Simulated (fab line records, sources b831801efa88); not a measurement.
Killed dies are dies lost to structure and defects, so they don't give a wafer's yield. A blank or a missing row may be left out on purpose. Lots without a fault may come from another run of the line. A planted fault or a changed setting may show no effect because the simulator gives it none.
One fault seen from 2 desks | flow gf180mcu | each desk has only its own numbers; what lay behind them comes last

THE METROLOGY DESK
What the gauges read, lot by lot, whatever tool the lot ran on: means of the sampled wafers that have a number. A lot is out of limits, marked OUT, if its mean lies more than 4 standard deviations from the usual mean; the brackets give that distance.
Columns: A = PASSIVATION_CVD_00_THK at GF_PASSIVATION_THK_MEAS_01, usual 997 nm
lot  | first seen here | A
L847 | day 28 09:27    | 1008
L848 | day 28 17:45    | 1004
L849 | day 29 00:35    | 999
L850 | day 29 07:50    | 1001
L852 | day 29 22:08    | 1002
L853 | day 30 07:13    | 999
L854 | day 30 12:55    | 1001
L856 | day 31 02:19    | 989
L857 | day 31 08:42    | 993
L860 | day 32 04:47    | 1021
L859 | day 32 10:00    | 992
L867 | day 33 17:35    | 992
L868 | day 34 05:31    | 994
L869 | day 34 09:28    | 992
This desk's finding: nothing out of limits on any of the 14 lots.

THE TOOL OWNER'S DESK: furnace-01
The tool's own readings at GF_POLY_GATE_OXIDATION_16 (stabilise 600 s, purge 300 s, target thk 4 nm): means of the sampled wafers that have a number, for each lot that ran on this tool. A lot is out of limits, marked OUT, if its mean lies more than 4 standard deviations from the usual mean; the brackets give that distance.
Columns: A = spike_tc_bottom_C at GF_POLY_GATE_OXIDATION_16, usual 871.9 C; B = spike_tc_centre_C at GF_POLY_GATE_OXIDATION_16, usual 850.4 C; C = tube_center_temp_C_max at GF_POLY_GATE_OXIDATION_16, usual 852.1
lot  | first seen here | A     | B     | C
L848 | day 9 17:23     | 875.3 | 850.5 | 852.3
L849 | day 10 00:31    | 874.3 | 850.5 | 852.0
L853 | day 11 07:23    | 874.2 | 851.7 | 852.3
L856 | day 12 03:11    | 874.0 | 851.1 | 852.0
L857 | day 12 10:47    | 873.2 | 851.9 | 852.3
L859 | day 13 02:23    | 874.3 | 850.2 | 851.9
L867 | day 15 13:38    | 876.1 | 850.3 | 852.3
L868 | day 15 22:20    | 874.3 | 850.8 | 852.1
This desk's finding: nothing out of limits on any of the 8 lots.

PUT TOGETHER
The metrology desk saw nothing out of limits.
The tool owner's desk saw nothing out of limits.

WHAT THE SIMULATOR HAD PUT IN
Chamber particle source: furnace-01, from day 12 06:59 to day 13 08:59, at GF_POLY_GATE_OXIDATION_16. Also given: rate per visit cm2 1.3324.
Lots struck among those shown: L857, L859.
